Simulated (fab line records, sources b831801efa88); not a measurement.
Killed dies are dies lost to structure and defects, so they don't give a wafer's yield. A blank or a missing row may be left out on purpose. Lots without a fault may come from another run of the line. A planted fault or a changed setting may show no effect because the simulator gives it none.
A struck lot beside a sound one | flow sky130 | 39 steps out of a route of 708
Sound: wafers L106.3, L106.4, L106.6. Struck: wafers L108.3, L108.4, L108.6. The cause comes at the end.
At each step with rows: each side's tool, then ch and its chambers, then its first start. Under that, the readings that differ: sound wafers | struck wafers | difference of the means | sigmas: that difference in standard deviations of wafers without a fault.
alike: readings whose means differ by less than 2 such deviations, and words and numbers that are the same on both sides. not compared: withheld readings, readings that some wafer has no value for, bounds like >300 that may hide the same value, and numbers for which the record gives no deviation and whose values overlap.
The two part at a step that has a row with sigmas, a row that says differs or no value, or rows on one side only. Numbers that don't overlap but have no deviation are shown without sigmas and don't part them. A reading that every wafer of one side lacks parts them only if that side has two wafers or more.

first, 10 steps without rows for these wafers: SKY_FIELD_ISO_CLEAN_20 (cleans in dHF, time 20 s); SKY_FIELD_ISO_WET_ETCH_21 (etches SiO2 in dHF, target depth 20 nm, time 400 s); SKY_FIELD_ISO_OXIDATION_22 (stabilise 600 s, purge 300 s, target thk 10 nm); SKY_FIELD_ISO_CVD_24 (deposits SiO2, target thk 595 nm, time 99.2 s); SKY_FIELD_ISO_ANNEAL_26 (time 1800 s); SKY_FIELD_ISO_CMP_27 (polishes, stops on Si3N4, t overpolish 16 s, target thk 457.8 nm); SKY_FIELD_ISO_WET_ETCH_28 (etches SiO2 in dHF, target depth 23.7 nm, time 47 s); SKY_FIELD_ISO_WET_ETCH_29 (etches Si3N4 in H3PO4, target depth 160 nm, time 1825 s); SKY_FIELD_ISO_WET_ETCH_30 (etches SiO2 in dHF, target depth 25 nm, time 50 s); SKY_NWELL_CLEAN_00 (cleans in SC1/SC2, time 150 s).
SKY_NWELL_OXIDATION_01: stabilise 600 s, purge 300 s, target thk 10 nm.
  sound on furnace-02 ch 0, day 2 20:39; struck on furnace-01 ch 0, day 3 12:32
  reading                  | sound          | struck         | difference | sigmas
  zone_power_upper_pct (%) | 16.4 16.6 16.6 | 15.1 15.3 14.9 | -1.4       | -2
  alike: spike_tc_bottom_C, spike_tc_top_C, tube_center_temp_C, zone_power_lower_pct
SKY_NWELL_THK_MEAS_02:
  sound on film_metro-01, day 2 22:04; struck on film_metro-01, day 3 13:58
  reading                  | sound            | struck            | difference | sigmas
  NWELL_OXIDATION_THK (nm) | 10.22 10.12 9.84 | 16.17 15.77 16.05 | +5.94      | +27
then, 25 steps without rows for these wafers: SKY_DNWELL_DEHYDRATE_00 (time 60 s); SKY_DNWELL_HMDS_01 (prime time 60 s); SKY_DNWELL_COAT_02 (resist thk 3000 nm); SKY_DNWELL_SOFTBAKE_03; SKY_DNWELL_EXPOSE_04 (exposes mask DNM, target cd 3000 nm); SKY_DNWELL_PEB_05; SKY_DNWELL_DEVELOP_06 (develop time 60 s); SKY_DNWELL_IMPLANT_07; SKY_DNWELL_STRIP_08 (strips in O2/N2); SKY_PWDE_DEHYDRATE_00 (time 60 s); SKY_PWDE_HMDS_01 (prime time 60 s); SKY_PWDE_COAT_02 (resist thk 3000 nm); SKY_PWDE_SOFTBAKE_03; SKY_PWDE_EXPOSE_04 (exposes mask PWDEM, target cd 840 nm); SKY_PWDE_PEB_05; SKY_PWDE_DEVELOP_06 (develop time 60 s); SKY_PWDE_IMPLANT_08; SKY_PWDE_STRIP_09 (strips in O2/N2); SKY_NWELL_DEHYDRATE_03 (time 60 s); SKY_NWELL_HMDS_04 (prime time 60 s); SKY_NWELL_COAT_05 (resist thk 3000 nm); SKY_NWELL_SOFTBAKE_06; SKY_NWELL_EXPOSE_07 (exposes mask NWM, target cd 840 nm); SKY_NWELL_PEB_08; SKY_NWELL_DEVELOP_09 (develop time 60 s).
-- the record jumps here: 3 days lie between the struck wafers' starts before and after --
SKY_NWELL_CLEAN_27: cleans in SC1/SC2, time 150 s.
  sound on wet_bench-02 ch 0, day 5 17:55; struck on wet_bench-02 ch 1, day 6 07:55
  reading                                      | sound             | struck           | difference | sigmas
  model.SiO2_of_NWELL_OXIDATION_01.thk_nm (nm) | 9.869 9.747 9.545 | 15.83 15.41 15.7 | +5.93      |
  alike: bath_guard_temp_C
-- the record jumps here: 41 days lie between the struck wafers' starts before and after (it left off in module NWELL and takes up again in module PAD_OPEN, whose first step shown is number 708 of the route) --
SKY_PAD_OPEN_PROBE_99:
  sound on prober-01, day 46 09:59; struck on prober-01, day 47 02:25
  reading                                | sound                        | struck                        | difference | sigmas
  killed_at_M4_up                        | 10 6 4                       | 1 5 2                         | -4         | -2
  model.etest.nfet_16v.r_on_ohm_um       | 1.397e+04 1.39e+04 1.391e+04 | 1.399e+04 1.426e+04 1.408e+04 | +1.833e+02 |
  model.etest.tip_p.rs_ohm_sq            | 6897 6858 6902               | 6988 6932 6930                | +64        |
  model.etest.pfet_g5v0d10v5.r_on_ohm_um | 4761 4834 4808               | 4891 4968 4860                | +105       |
  alike: killed_at_M0_to_M3, killed_at_contacts, killed_at_front_end, killed_at_other, killed_dies, killed_open, killed_short
  not compared: model.etest.pfet_01v8.r_on_ohm_um, model.etest.res_pwell_under_gate.rs_ohm_sq, model.etest.sonos_erased.drive_ua_um, model.etest.pfet_01v8_mvt.drive_ua_um, model.etest.pfet_01v8.drive_ua_um

WHERE THEY PART
First at SKY_NWELL_OXIDATION_01; last, within this record, at SKY_PAD_OPEN_PROBE_99.

WHY: what the simulator had put in
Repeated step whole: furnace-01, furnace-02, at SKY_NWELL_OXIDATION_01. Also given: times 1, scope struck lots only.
